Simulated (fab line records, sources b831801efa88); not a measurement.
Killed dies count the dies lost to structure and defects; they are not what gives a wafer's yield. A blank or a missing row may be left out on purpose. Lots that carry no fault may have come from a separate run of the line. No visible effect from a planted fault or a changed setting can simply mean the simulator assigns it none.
8D (eight disciplines) problem report, filled in by code :: flow gf180mcu :: the parts of the form that need people (team, actions taken, sign-off) are left out

== 1. WHAT IS WRONG ==
Mean NSD_TW at GF_NSD_TW_MEAS_12: 4632 over 6 wafers in 2 lots; fault-free wafers: 4270, standard deviation 60. Relative to the usual mean, that is a shift of +6.0 standard deviations.
The first sign was on wafer L198.2 at day 18 08:17, on filmMetro-03. The record has a number at this step for 34 wafers belonging to 12 lots. The rule behind "out" and "out of limits": a value lying over 4 standard deviations away from the usual mean. The other wafers with a number count as sound.

== 2. WHAT IT IS; WHAT IT IS NOT ==
question: which readings at this step
is: NSD_TW
is not: -

question: which lots
is: L198, L199
is not: L186, L188, L189, L190, L192, L205, L206, L207, L208, L209

question: which wafers of those lots
is: all that have a number
is not: -

question: read on which gauges
is: filmMetro-02, filmMetro-03
is not: filmMetro-04

question: when
is: from day 18 08:17
is not: up to then (14 sound wafers); but 14 sound wafers of L205, L206, L207, L208, L209 came after

== 3. SUSPECTS, AND WHAT RULES EACH OUT ==
Counting: a tool at any process step up to the reading remains a suspect when it ran all the lots that are out and ran no sound lot after the first of those.
- the gauge at GF_NSD_TW_MEAS_12 is ruled out. The wafers that are out were read on 2 gauges (filmMetro-02, filmMetro-03).
- implanter-01 at GF_NSD_IMPLANT_09: kept. It processed each lot that is out, first L198 at day 18 07:55, and no sound lot thereafter; up to then, the last sound lot it processed was L192 at day 15 05:07. Its own beamEnergyKeV readings are out on those wafers.
- plasmaAsher-03 at GF_NSD_STRIP_11 (strips in O2/N2): ruled out as a lasting fault. The sound lots L209 went through it after L198, its earliest lot that is out (day 18 08:11).
Left after counting: implanter-01 at GF_NSD_IMPLANT_09.

== 4. THE CAUSE (what the simulator had put in) ==
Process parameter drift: implanter-01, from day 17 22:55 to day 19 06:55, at GF_NSD_IMPLANT_09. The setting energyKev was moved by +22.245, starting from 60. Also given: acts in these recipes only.
Only this tool survived the counting.

== 5. THE EFFECT CHAIN, in route order ==
Each row: a reading where the mean over the struck wafers with a number is more than 3 standard deviations away from the usual. Only readings for which the record gives a usual standard deviation are gone through. hours: the time from each lot's start at the first step in this table that gives one to its start at this step, as a median over the lots. sigmas: the change in usual standard deviations.
hours: 0
step: GF_NSD_IMPLANT_09
reading: beamEnergyKeV
usual: 59.996
on struck wafers: 82.250
change: +22.254
sigmas: +99 or more

hours: 0
step: GF_NSD_STRIP_11
reading: oesProductAu
usual: 0.487 a.u.
on struck wafers: 0.457
change: -0.030
sigmas: -6.8

hours: 0
step: GF_NSD_STRIP_11
reading: stripTimeToEndpointS
usual: 22.96 s
on struck wafers: 26.06
change: +3.10
sigmas: +74

hours: 0
step: GF_NSD_TW_MEAS_12
reading: NSD_TW
usual: 4270
on struck wafers: 4632
change: +362
sigmas: +6.0

hours: 24
step: GF_PSD_RS_MEAS_14
reading: NSD_RS
usual: 46.11 ohm/sq
on struck wafers: 40.81
change: -5.30
sigmas: -67
It contains these process steps:
- GF_NSD_IMPLANT_09
- GF_NSD_STRIP_11: strips in O2/N2.
Readings that are blank on the struck wafers while sound wafers have them: faradayCurrentUA at GF_NSD_IMPLANT_09.

== 6. WHAT WOULD HAVE CAUGHT IT SOONER ==
The first out-of-limits reading at a measuring or inspecting step in this record came at day 18 08:17, 9 hours after the fault's start at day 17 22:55.
The tool's own readings at GF_NSD_IMPLANT_09 were out on every struck wafer that the step has a row for (beamEnergyKeV): an alarm limit on them would have fired on the first of those.
Among the 2 lots that are out, L199 began GF_NSD_IMPLANT_09 on implanter-01 after day 18 08:17. It would have been spared by a hold on the tool at that moment.
